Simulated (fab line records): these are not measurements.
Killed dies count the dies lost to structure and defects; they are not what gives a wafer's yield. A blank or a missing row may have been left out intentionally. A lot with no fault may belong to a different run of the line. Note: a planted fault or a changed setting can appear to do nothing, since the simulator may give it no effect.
Lot-split experiment :: flow sfq line :: 23 wafers read from 5 lots, route of 325 steps

== SPLIT DETAILS ==
At SFQ_TRILAYER_I7_VIA_LITHO_PEB_190 (peb time 60 s), the setting peb temp c was moved away from the recipe's 115 C on 8 of the 23 wafers read, by -0.9% to +2.5%. The other wafers ran this setting at the recipe's value.

== FROM SPLIT TO READING: 1 step shown by the file between the two ==
- SFQ_TRILAYER_I7_VIA_LITHO_DEVELOP_189: time 60 s

== THE READING ==
I7.cd nm (the simulator's own value, which no gauge read), in nm, at SFQ_TRILAYER_I7_VIA_BARC_OPEN_VIA_ETCH_260 (etches BARC in O2, target depth 125 nm, time 41.7 s). No usual value for it is given in the file. The 15 wafers here that ran the recipe average 1001.4 nm, standard deviation 1.5 nm.

wafer: L074.2
tool, chamber at the split: litho track-03, 0
peb temp c as run, C: 117
against the recipe: +1.7%
I7.cd nm, nm: 1034
against lot-mates on the recipe: +34.8

wafer: L074.3
tool, chamber at the split: litho track-03, 0
peb temp c as run, C: 117
against the recipe: +1.7%
I7.cd nm, nm: 1033
against lot-mates on the recipe: +33.8

wafer: L074.6
tool, chamber at the split: litho track-03, 0
peb temp c as run, C: 117
against the recipe: +1.7%
I7.cd nm, nm: 1033
against lot-mates on the recipe: +33.8

wafer: L074.4
tool, chamber at the split: litho track-03, 0
peb temp c as run, C: 115
against the recipe: recipe
I7.cd nm, nm: 999.3
against lot-mates on the recipe: -

wafer: L074.5
tool, chamber at the split: litho track-03, 0
peb temp c as run, C: 115
against the recipe: recipe
I7.cd nm, nm: 999.1
against lot-mates on the recipe: -

wafer: L076.1
tool, chamber at the split: litho track-03, 0
peb temp c as run, C: 115
against the recipe: recipe
I7.cd nm, nm: 1001
against lot-mates on the recipe: -

wafer: L076.2
tool, chamber at the split: litho track-03, 0
peb temp c as run, C: 117.9
against the recipe: +2.5%
I7.cd nm, nm: 1049
against lot-mates on the recipe: +47.0

wafer: L076.3
tool, chamber at the split: litho track-03, 0
peb temp c as run, C: 117.9
against the recipe: +2.5%
I7.cd nm, nm: 1049
against lot-mates on the recipe: +47.0

wafer: L076.6
tool, chamber at the split: litho track-03, 0
peb temp c as run, C: 117.9
against the recipe: +2.5%
I7.cd nm, nm: 1049
against lot-mates on the recipe: +47.0

wafer: L076.4
tool, chamber at the split: litho track-03, 0
peb temp c as run, C: 115
against the recipe: recipe
I7.cd nm, nm: 1003
against lot-mates on the recipe: -

wafer: L077.2
tool, chamber at the split: litho track-03, 0
peb temp c as run, C: 114
against the recipe: -0.9%
I7.cd nm, nm: 982
against lot-mates on the recipe: -18.3

wafer: L077.3
tool, chamber at the split: litho track-03, 0
peb temp c as run, C: 115
against the recipe: recipe
I7.cd nm, nm: 1000
against lot-mates on the recipe: -

wafer: L077.4
tool, chamber at the split: litho track-03, 0
peb temp c as run, C: 114
against the recipe: -0.9%
I7.cd nm, nm: 981.5
against lot-mates on the recipe: -18.8

wafer: L077.5
tool, chamber at the split: litho track-03, 0
peb temp c as run, C: 115
against the recipe: recipe
I7.cd nm, nm: 1001
against lot-mates on the recipe: -

wafer: L077.6
tool, chamber at the split: litho track-03, 0
peb temp c as run, C: 115
against the recipe: recipe
I7.cd nm, nm: 999.8
against lot-mates on the recipe: -

wafer: L079.1
tool, chamber at the split: litho track-03, 0
peb temp c as run, C: 115
against the recipe: recipe
I7.cd nm, nm: 1002
against lot-mates on the recipe: -

wafer: L079.3
tool, chamber at the split: litho track-03, 0
peb temp c as run, C: 115
against the recipe: recipe
I7.cd nm, nm: 1000
against lot-mates on the recipe: -

wafer: L079.4
tool, chamber at the split: litho track-03, 0
peb temp c as run, C: 115
against the recipe: recipe
I7.cd nm, nm: 1001
against lot-mates on the recipe: -

wafer: L079.5
tool, chamber at the split: litho track-03, 0
peb temp c as run, C: 115
against the recipe: recipe
I7.cd nm, nm: 1004
against lot-mates on the recipe: -

wafer: L079.6
tool, chamber at the split: litho track-03, 0
peb temp c as run, C: 115
against the recipe: recipe
I7.cd nm, nm: 1003
against lot-mates on the recipe: -

wafer: L083.1
tool, chamber at the split: litho track-04, 0
peb temp c as run, C: 115
against the recipe: recipe
I7.cd nm, nm: 1003
against lot-mates on the recipe: -

wafer: L083.2
tool, chamber at the split: litho track-04, 0
peb temp c as run, C: 115
against the recipe: recipe
I7.cd nm, nm: 1003
against lot-mates on the recipe: -

wafer: L083.6
tool, chamber at the split: litho track-04, 0
peb temp c as run, C: 115
against the recipe: recipe
I7.cd nm, nm: 1002
against lot-mates on the recipe: -

THE FIT
A straight line over all 23 wafers: I7.cd nm changes by +19.1 nm for each +1% of peb temp c; r = +1.00; the points scatter about the line by 1.6 nm.
The same after taking each lot's own level away (the mean of its wafers on the recipe; 23 wafers): +19.2 nm for each +1%; r = +1.00; scatter 1.1 nm.
That fit puts the effect of the largest move of peb temp c on the reading at 48 nm.
The span of the lots' own levels, 999.20 to 1002.67 nm, comes to 2.3 times the standard deviation stated above.
The two slopes are in agreement: the lot-to-lot level therefore moves the slope only a little.
Check: for one of the wafers moved furthest among these (+2.5%), held out of the fit, the line's prediction against its lot-mates is +48.4 nm. It came out at +47 nm against them.

== ADDITIONAL SPLITS CARRIED BY THESE WAFERS ==
These wafers also went through other splits before the reading. Each is held against what the fit with the lots' levels taken away leaves over:
other split on the same wafers: SFQ_TRILAYER_M6_LITHO_COAT_164 resist thk nm
wafers away from the commonest value: 10
r with I7.cd nm (lot level and that fit taken away): -0.29

other split on the same wafers: SFQ_TRILAYER_M6_LITHO_PEB_162 peb temp c
wafers away from the commonest value: 11
r with I7.cd nm (lot level and that fit taken away): +0.18

other split on the same wafers: SFQ_TRILAYER_I6_VIA_LITHO_COAT_174 resist thk nm
wafers away from the commonest value: 6
r with I7.cd nm (lot level and that fit taken away): -0.29

other split on the same wafers: SFQ_TRILAYER_M7_LITHO_COAT_182 spin rpm
wafers away from the commonest value: 7
r with I7.cd nm (lot level and that fit taken away): +0.01

other split on the same wafers: SFQ_TRILAYER_M7_BARC_OPEN_METAL_ETCH_229 icp w
wafers away from the commonest value: 6
r with I7.cd nm (lot level and that fit taken away): -0.25

== THE FILE'S OWN FIT ==
I7.cd nm changes by +19.1 nm for each +1% of peb temp c, r = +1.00.
